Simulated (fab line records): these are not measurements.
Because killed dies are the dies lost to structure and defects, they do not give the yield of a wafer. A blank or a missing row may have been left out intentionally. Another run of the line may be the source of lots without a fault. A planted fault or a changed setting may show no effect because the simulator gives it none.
A struck lot beside a sound one    flow gf180mcu    17 steps out of a route of 602
Sound: wafers L265.1, L265.3, L265.4. Struck: wafer L261.2 (left out: L261.1, L261.3 of the same lot, which were not struck); the cause appears at the end.
At each step with rows: each side's tool, then ch and its chambers, then its first start. Under that, the readings that differ: sound wafers    struck wafers    difference of the means    sigmas: that difference in standard deviations of wafers without a fault.
alike: readings whose means differ by less than 2 such deviations, and words and numbers that are the same on both sides. not compared: withheld readings, readings that some wafer has no value for, bounds like >300 that may hide the same value, and numbers for which the record gives no deviation and whose values overlap.
The two part at a step that has a row with sigmas, a row that says differs or no value, or rows on one side only. Numbers that have no deviation but don't overlap get no sigmas and don't part them. A reading missing from all wafers of one side parts the sides only when that side holds two or more wafers.

first, 1 step without rows for these wafers: GF_STI_DEVELOP_11 (develop time 60 s).
GF_STI_CD_MEAS_12: the cd target is 220 nm.
  sound on cd-sem-02 at day 5 07:41; struck on cd-sem-01 at day 4 10:53
  alike: cd-nm
GF_STI_ETCH_13: etches the open film in CHF3/O2, stops on Si, target depth 282.31 nm, time 112.9 s.
  sound on rie-diel-04 ch 0,1,3, day 5 07:49; struck on rie-diel-03 ch 0, day 4 11:01
reading                 sound  struck  difference  sigmas
rf-hours-counter-h (h)  4 1 3  122     +119        
  alike: drypump-motor-current-A, oes-product-au, throttle-valve-pct
GF_STI_ETCH_14: etches Si in HBr/Cl2/O2, target depth 360 nm, time 102.9 s.
  sound on rie-si-02 ch 0,2,3, day 5 07:53; struck on rie-si-01 ch 1, day 4 11:05
reading                 sound      struck  difference  sigmas
rf-hours-counter-h (h)  133 26 58  1       -71         
  alike: drypump-motor-current-A, oes-product-au, throttle-valve-pct
GF_STI_STRIP_15: strips in O2/N2.
  sound on plasma-asher-01 ch 0,1, day 5 07:58; struck on plasma-asher-01 ch 0, day 4 11:10
reading                      sound           struck  difference  sigmas
drypump-motor-current-A (A)  5.29 6.18 5.29  6.22    +0.63       +3
heater-power-w (W)           265 380 276     387     +80         +2
  alike: o2-flow-sccm, oes-product-au, platen-temp-c, strip-time-to-endpoint-s
  not compared: rf-hours-counter-h
then, 6 steps without rows for these wafers: GF_STI_CLEAN_16 (cleans in dHF, time 25 s); GF_STI_WET_ETCH_17 (etches Si3N4 in H3PO4, target depth 45 nm, time 514 s); GF_STI_CLEAN_18 (cleans in SC1/SC2, time 150 s); GF_STI_CLEAN_19 (cleans in dHF, time 20 s); GF_STI_WET_ETCH_20 (etches SiO2 in dHF, target depth 20 nm, time 400 s); GF_STI_OXIDATION_21 (stabilise 600 s, purge 300 s, target thk 15 nm).
GF_STI_THK_MEAS_22:
  sound on film-metro-01 at day 5 09:32; struck on film-metro-04 at day 4 12:44
  alike: STI_OXIDATION_01_THK
GF_STI_CVD_23: deposits SiO2, target thk 650 nm, time 108.3 s.
  sound on hdpcvd-01 ch 1,2, day 5 09:36; struck on hdpcvd-02 ch 2, day 4 12:48
reading                               sound            struck  difference  sigmas
model.SiO2_of_STI_CVD_23.thk-nm (nm)  659.9 664 653.6  562.5   -96.7       
GF_STI_THK_MEAS_24:
  sound on film-metro-01 at day 5 09:40; struck on film-metro-04 at day 4 13:06
reading              sound        struck  difference  sigmas
STI_CVD_23_THK (nm)  660 663 654  563     -96         -16
  not compared: hold
GF_STI_CMP_25: polishes, stops on Si3N4, t overpolish 33 s, target thk 524.6 nm.
  sound on cmp-01 ch 0,1,3, day 5 09:44; struck on cmp-01 ch 2, day 4 18:26
reading                 sound        struck                    difference                    sigmas
hold                    - - -        await-dispo/5.3h/release  no value on the sound wafers  
time-to-endpoint-s (s)  125 118 116  95                        -25                           -5
  alike: motor-current-A, retaining-ring-pressure-frac
then, 1 step without rows for these wafers: GF_STI_WET_ETCH_26 (etches SiO2 in dHF, target depth 94 nm, time 188 s).
-- the record jumps here: 28 days lie between the struck wafers' starts before and after (it left off in module STI and takes up again in module PASSIVATION, whose first step shown is number 602 of the route) --
GF_PASSIVATION_PROBE_99:
  the record has rows for the struck wafers here (prober-02, day 32 15:20) and none for the sound ones

== WHERE THEY PART ==
Last at GF_PASSIVATION_PROBE_99 as far as this record goes, first at GF_STI_STRIP_15.

WHY: what had been put in by the simulator
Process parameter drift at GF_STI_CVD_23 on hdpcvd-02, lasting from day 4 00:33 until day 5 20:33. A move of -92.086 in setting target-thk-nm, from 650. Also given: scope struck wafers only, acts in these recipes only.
